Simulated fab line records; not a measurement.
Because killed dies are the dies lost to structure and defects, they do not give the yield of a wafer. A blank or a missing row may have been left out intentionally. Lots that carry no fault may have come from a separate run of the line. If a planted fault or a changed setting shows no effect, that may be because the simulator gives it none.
The tool behind it: which one? ; flow gf180mcu ; Sampling: 6 lots, 18 wafers, 3 of 602 route steps

== WHAT THE GAUGES READ, wafer by wafer ==
GF_TOP_METAL_OVL_MEAS_15.
lot;measured;on;TOP_METAL_OVL (nm)
L586;day 28 10:58;overlay-01;-2.6 -1.9 -1.8
L590;day 29 17:22;overlay-02;0.5 -0.6 1.0
L599;day 32 11:06;overlay-01;1.2 1.9 0.2
L601;day 32 19:04;overlay-01;-0.1 -1.3 -0.9
L604;day 33 19:43;overlay-02;0.0 1.7 0.1
L606;day 34 03:57;overlay-02;-2.0 -1.7 -2.4

== WHICH TOOL RAN EACH LOT (tool, then ch and the chambers of the sampled wafers, then the start) ==
lot;GF_CONTACT_CVD_02;GF_TOP_METAL_SPUTTER_03
L586;pecvd-03 ch 0,1,2, day 15 12:07;pvd-sputter-01, day 27 14:51
L590;pecvd-03 ch 0,1,2, day 17 01:46;pvd-sputter-02, day 28 22:14
L599;pecvd-03 ch 0,1,2, day 20 14:19;pvd-sputter-02, day 31 19:01
L601;pecvd-03 ch 0,1, day 21 02:11;pvd-sputter-02, day 32 02:38
L604;pecvd-03 ch 0,1,2, day 22 04:31;pvd-sputter-02, day 33 03:59
L606;pecvd-02 ch 0,1,2, day 23 00:22;pvd-sputter-02, day 33 11:55
- GF_CONTACT_CVD_02: deposits SiO2 from TEOS, target thk 860 nm, time 95.992 s.
- GF_TOP_METAL_SPUTTER_03: material Ti, target thk 5 nm, time 3.3 s.

== THE ANSWER, worked out from the rows above alone ==
Rule: usual is defined by the lots themselves. The widest of any qualifying gaps counts: lots, ordered by their means at a reading, are off when they make up no more than a third of the lots, leave a main group of 4 or more, and stand apart from it by 3 or more times the standard deviation of that group's means. The tables above print the reading to a certain number of digits; a main group whose means all agree to those digits is not used. A lot without any number at a reading at which 4 lots or more have one is off too. Any other lot the step has rows for is counted as sound.
No lot is off at any reading shown: from this, nothing can be told.

== WHAT WAS PUT IN BY THE SIMULATOR ==
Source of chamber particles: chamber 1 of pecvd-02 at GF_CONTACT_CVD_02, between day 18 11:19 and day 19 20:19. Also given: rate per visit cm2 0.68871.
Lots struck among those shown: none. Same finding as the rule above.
